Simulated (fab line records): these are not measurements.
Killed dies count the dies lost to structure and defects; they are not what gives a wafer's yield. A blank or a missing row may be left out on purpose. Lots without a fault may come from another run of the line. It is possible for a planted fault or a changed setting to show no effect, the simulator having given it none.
Chamber matching	flow gf180mcu	GF_V5_CMP_04 on cmp-01: 4 sister chambers
The step polishes SiO2. 4 wafers are shown with their chamber, then 12 later ones without.

== WAFERS PAIRED WITH THEIR CHAMBERS ==
wafer	chamber	motor-current-A (A)
L087.5	1	12.7
L091.3	0	10.1
L092.3	2	11.7
L092.6	3	10.4

== WAFERS WITHOUT THEIR CHAMBER ==
wafer	motor-current-A (A)
L093.2	12.6
L093.3	10.2
L093.4	10.0
L094.2	9.8
L094.5	9.9
L094.6	10.2
L095.1	12.1
L095.3	9.6
L095.5	10.4
L097.3	9.7
L097.4	9.8
L097.5	9.9

== WHICH CHAMBER EACH ONE RAN IN ==
wafer	from the rows above	in truth
L093.2	1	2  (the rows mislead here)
L093.3	can't be placed: 0 or 3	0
L093.4	can't be placed: 0 or 3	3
L094.2	can't be placed: 0 or 3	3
L094.5	can't be placed: 0 or 3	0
L094.6	can't be placed: 0 or 3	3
L095.1	can't be placed: 2 or 1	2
L095.3	can't be placed: 0 or 3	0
L095.5	can't be placed: 3 or 0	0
L097.3	can't be placed: 0 or 3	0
L097.4	can't be placed: 0 or 3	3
L097.5	can't be placed: 0 or 3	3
Placed correctly: 0 of 12. Can't be placed from these rows: 11 (the true chamber is among the candidates in 11). Number placed wrongly: 1.
How it was worked out, from the rows above alone: a wafer's distance from a chamber is the root of the sum, over the readings, of the square of ((its reading less the chamber's mean) divided by the reading's scatter). If the next closest chamber is less than 2 further off than the closest, the wafer can't be placed; otherwise it belongs to the closest. A chamber's mean is the mean of its shown wafers. The scatter: root of mean squared gap, hidden wafer to nearest shown wafer, with one shown wafer a chamber.
